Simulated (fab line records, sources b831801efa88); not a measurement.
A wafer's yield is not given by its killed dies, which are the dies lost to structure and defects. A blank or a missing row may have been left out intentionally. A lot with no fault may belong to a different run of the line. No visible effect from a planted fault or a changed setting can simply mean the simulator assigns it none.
Which tool did it? :: flow sky130 :: 33 wafers from 11 lots sampled at 2 of the route's 708 steps

== WHAT THE GAUGES SHOWED, per wafer ==
SKY_NWELL_RS_MEAS_29: uses a four-point probe to measure.
lot: L534
measured: day 5 07:44
on: film-metro-01
NWELL_RS (ohm/sq): 625.3 622.5 622.3

lot: L535
measured: day 5 11:49
on: film-metro-04
NWELL_RS (ohm/sq): 624.3 627.3 626.8

lot: L538
measured: day 6 07:56
on: film-metro-04
NWELL_RS (ohm/sq): 625.8 624.0 626.5

lot: L539
measured: day 6 11:19
on: film-metro-04
NWELL_RS (ohm/sq): 624.8 626.3 623.8

lot: L543
measured: day 7 11:12
on: film-metro-04
NWELL_RS (ohm/sq): 624.9 626.0 626.9

lot: L547
measured: day 8 17:23
on: film-metro-04
NWELL_RS (ohm/sq): 627.0 626.8 626.4

lot: L548
measured: day 8 22:36
on: film-metro-03
NWELL_RS (ohm/sq): 627.0 626.0 625.9

lot: L549
measured: day 9 01:40
on: film-metro-04
NWELL_RS (ohm/sq): 643.9 645.7 643.9

lot: L550
measured: day 9 08:23
on: film-metro-03
NWELL_RS (ohm/sq): 643.7 643.8 646.1

lot: L556
measured: day 10 23:23
on: film-metro-04
NWELL_RS (ohm/sq): 625.4 625.2 628.4

lot: L557
measured: day 11 07:10
on: film-metro-01
NWELL_RS (ohm/sq): 625.6 626.2 626.6

== EACH LOT AND THE TOOL THAT RAN IT (in order: tool; ch and the chambers of the sampled wafers; start) ==
lot: L534
SKY_NWELL_IMPLANT_11: implanter-04 ch 0, day 4 13:31

lot: L535
SKY_NWELL_IMPLANT_11: implanter-03 ch 0, day 4 17:43

lot: L538
SKY_NWELL_IMPLANT_11: implanter-03 ch 0, day 5 13:16

lot: L539
SKY_NWELL_IMPLANT_11: implanter-04 ch 0, day 5 15:34

lot: L543
SKY_NWELL_IMPLANT_11: implanter-02 ch 0, day 6 15:05

lot: L547
SKY_NWELL_IMPLANT_11: implanter-02 ch 0, day 7 19:30

lot: L548
SKY_NWELL_IMPLANT_11: implanter-04 ch 0, day 8 00:36

lot: L549
SKY_NWELL_IMPLANT_11: implanter-02 ch 0, day 8 03:37

lot: L550
SKY_NWELL_IMPLANT_11: implanter-02 ch 0, day 8 10:33

lot: L556
SKY_NWELL_IMPLANT_11: implanter-04 ch 0, day 9 23:22

lot: L557
SKY_NWELL_IMPLANT_11: implanter-04 ch 0, day 10 07:06
- SKY_NWELL_IMPLANT_11

== THE ANSWER, worked out from the rows above alone ==
Rule: the usual values come from the lots themselves. Put in order of their means at a reading, lots are off if they are a third of the lots or fewer, leave a main group of 4 or more, and stand apart from it by a gap of 3 or more times the standard deviation of the main group's means; of several such gaps the widest counts. A main group is skipped when, at the precision printed for the reading in the tables above, its means are all equal. A lot without any number at a reading at which 4 lots or more have one is off too. Any other lot the step has rows for is counted as sound.
Off: L549, L550, seen at SKY_NWELL_RS_MEAS_29 (NWELL_RS). The main group: mean 625.7 ohm/sq, standard deviation 0.96.
If a tool, at a process step before that reading, ran all the lots that are off and no sound lot after the first of them, it fits. Those tools and the gauges at SKY_NWELL_RS_MEAS_29 are tried in the same way. One fits: implanter-02 at SKY_NWELL_IMPLANT_11. A fault onset in the window from L547 (day 7 19:30, its last sound lot) to L549 (day 8 03:37, its first lot off) fits.

== WHAT THE SIMULATOR PUT IN ==
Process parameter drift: implanter-02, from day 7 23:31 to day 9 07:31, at SKY_NWELL_IMPLANT_11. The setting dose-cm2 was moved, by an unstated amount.
Lots struck among those shown: L549, L550. This agrees with what the rule above found.
